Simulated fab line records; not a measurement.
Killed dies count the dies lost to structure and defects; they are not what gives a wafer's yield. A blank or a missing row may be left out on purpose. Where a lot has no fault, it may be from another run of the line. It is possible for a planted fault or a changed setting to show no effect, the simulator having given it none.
What tool caused it? | flow gf180mcu | 13 lots with 39 wafers sampled at 4 steps, on a route of 602 steps

## WHAT THE GAUGES READ, wafer by wafer
GF_VT_IMPLANT_RS_MEAS_49: the measuring method here is four-point-probe. Usual: MVPSD_RS typically reads 1179.1 ohm/sq, with standard deviation 2.7.
lot  | measured     | on            | MVPSD_RS (ohm/sq)    | flag
L574 | day 7 13:04  | film metro-04 | 1177.0 1180.6 1180.6 |
L575 | day 7 17:52  | film metro-01 | 1179.9 1183.7 1180.1 |
L576 | day 8 07:14  | film metro-01 | 1182.6 1181.6 1180.5 |
L578 | day 8 17:43  | film metro-02 | 1174.9 1175.4 1178.1 |
L579 | day 8 23:26  | film metro-01 | 1182.8 1181.1 1179.9 |
L580 | day 9 05:13  | film metro-02 | 1176.2 1178.2 1175.1 |
L581 | day 9 14:37  | film metro-01 | 1180.7 1174.8 1180.2 |
L582 | day 9 19:33  | film metro-01 | 1179.2 1177.5 1176.2 |
L583 | day 10 02:40 | film metro-04 | 1179.7 1179.3 1178.7 |
L584 | day 10 08:49 | film metro-02 | 1178.1 1176.6 1178.2 |
L590 | day 12 04:53 | film metro-04 | 1233.4 1231.4 1228.4 | OFF
L591 | day 12 10:42 | film metro-01 | 1228.6 1230.1 1230.7 | OFF
L597 | day 14 04:16 | film metro-02 | 1181.0 1180.1 1177.0 |

GF_POLY_GATE_CD_MEAS_10: target cd 280 nm. Usual: cd nm at 279.9 nm, with a standard deviation of 1.1.
lot  | measured     | on        | cd nm (nm)        | flag
L574 | day 9 03:47  | cd sem-01 | 278.1 278.6 280.0 |
L575 | day 9 08:31  | cd sem-01 | 277.4 279.0 277.6 |
L576 | day 9 22:08  | cd sem-02 | 281.4 281.0 280.4 |
L578 | day 10 08:43 | cd sem-02 | 279.9 280.3 280.9 |
L579 | day 10 14:34 | cd sem-01 | 279.3 278.6 278.9 |
L580 | day 10 22:14 | cd sem-01 | 280.1 280.6 281.1 |
L581 | day 11 08:21 | cd sem-01 | 279.2 279.5 281.1 |
L582 | day 11 12:57 | cd sem-01 | 278.8 279.9 279.7 |
L583 | day 11 20:13 | cd sem-01 | 281.1 281.1 281.1 |
L584 | day 12 04:49 | cd sem-01 | 279.9 279.6 280.6 |
L590 | day 14 05:33 | cd sem-02 | 281.2 281.1 280.1 |
L591 | day 14 13:22 | cd sem-02 | 280.8 281.7 281.1 |
L597 | day 16 06:07 | cd sem-01 | 280.1 279.6 280.1 |

## EACH LOT AND THE TOOL THAT RAN IT (in order: tool; ch and the chambers of the sampled wafers; start)
lot  | GF_MVPSD_IMPLANT_09             | GF_VT_IMPLANT_STRIP_31
L574 | implanter-04 ch 0, day 5 00:22  | plasma asher-01 ch 0,1, day 6 20:58
L575 | implanter-03 ch 0, day 5 05:08  | plasma asher-02 ch 0,1, day 7 02:07
L576 | implanter-01 ch 0, day 5 16:01  | plasma asher-02 ch 0,1, day 7 14:22
L578 | implanter-04 ch 0, day 6 01:25  | plasma asher-03 ch 0,1, day 8 00:23
L579 | implanter-03 ch 0, day 6 06:11  | plasma asher-02 ch 0,1, day 8 05:58
L580 | implanter-03 ch 0, day 6 11:32  | plasma asher-02 ch 0,1, day 8 11:44
L581 | implanter-04 ch 0, day 6 19:34  | plasma asher-01 ch 0,1, day 8 20:53
L582 | implanter-03 ch 0, day 6 23:52  | plasma asher-02 ch 0,1, day 9 01:53
L583 | implanter-03 ch 0, day 7 06:52  | plasma asher-01 ch 1, day 9 08:25
L584 | implanter-01 ch 0, day 7 12:32  | plasma asher-02 ch 0,1, day 9 14:32
L590 | implanter-03 ch 0, day 9 02:53  | plasma asher-03 ch 0,1, day 11 08:35
L591 | implanter-03 ch 0, day 9 08:17  | plasma asher-02 ch 0,1, day 11 14:47
L597 | implanter-01 ch 0, day 10 20:56 | plasma asher-03 ch 1, day 13 06:49
- GF_MVPSD_IMPLANT_09
- GF_VT_IMPLANT_STRIP_31: strips in O2/N2.

## AS READ BY THE TOOLS THEMSELVES (means over the sampled wafers that have a number; for cases with no such wafer, the mark the record gives instead)
GF_VT_IMPLANT_STRIP_31. Usual: drypump motor current A 5.5 A, standard deviation 0.3; heater power w 324 W, standard deviation 27; oes product au 0.715 a.u., standard deviation 0.0042; strip time to endpoint s 12.63 s, standard deviation 0.038.
lot  | tool            | drypump motor current A (A) | heater power w (W) | oes product au (a.u.) | strip time to endpoint s (s) | flag
L574 | plasma asher-01 | 5.8                         | 349                | 0.714                 | 12.57                        |
L575 | plasma asher-02 | 5.3                         | 304                | 0.715                 | 12.64                        |
L576 | plasma asher-02 | 5.3                         | 299                | 0.715                 | 12.69                        |
L578 | plasma asher-03 | 5.6                         | 340                | 0.717                 | 12.59                        |
L579 | plasma asher-02 | 5.3                         | 308                | 0.714                 | 12.61                        |
L580 | plasma asher-02 | 5.3                         | 305                | 0.713                 | 12.67                        |
L581 | plasma asher-01 | 5.7                         | 329                | 0.711                 | 12.57                        |
L582 | plasma asher-02 | 5.3                         | 296                | 0.719                 | 12.65                        |
L583 | plasma asher-01 | 5.8                         | 365                | 0.718                 | 12.59                        |
L584 | plasma asher-02 | 5.3                         | 300                | 0.717                 | 12.63                        |
L590 | plasma asher-03 | 5.8                         | 354                | 0.715                 | 12.63                        |
L591 | plasma asher-02 | 5.3                         | 309                | 0.713                 | 12.69                        |
L597 | plasma asher-03 | 5.3                         | 337                | 0.711                 | 12.58                        |

## THE ANSWER, worked out from the rows above alone
Rule: a lot counts as off when the mean over its wafers that have a number is more than 3 standard deviations away from the usual mean. Also off: a lot with no number at a reading for which 4 or more lots have one. Where the step has rows for the other lots, those lots are counted as sound. After the gauges, taken in route order, come the tools' own readings; for these a lot's mean is taken, as printed above. The first step at which some lot is off is used, and at that step the reading that is off furthest; a lot without a number counts as furthest.
Off: L590, L591, at GF_VT_IMPLANT_RS_MEAS_49 (MVPSD_RS).
If a tool, at a process step before that reading, ran all the lots that are off and no sound lot after the first of them, it fits. The gauges at GF_VT_IMPLANT_RS_MEAS_49 are tried like those tools. One fits: GF_MVPSD_IMPLANT_09 on implanter-03. Its last sound lot is L583 (day 7 06:52), its first lot that is off L590 (day 9 02:53): a fault that began between those two fits.

## WHAT HAD BEEN PUT IN BY THE SIMULATOR
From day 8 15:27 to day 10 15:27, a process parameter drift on implanter-03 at GF_MVPSD_IMPLANT_09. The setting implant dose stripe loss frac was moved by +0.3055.
Struck lots among those shown: L590, L591. The rule above reached the same finding.
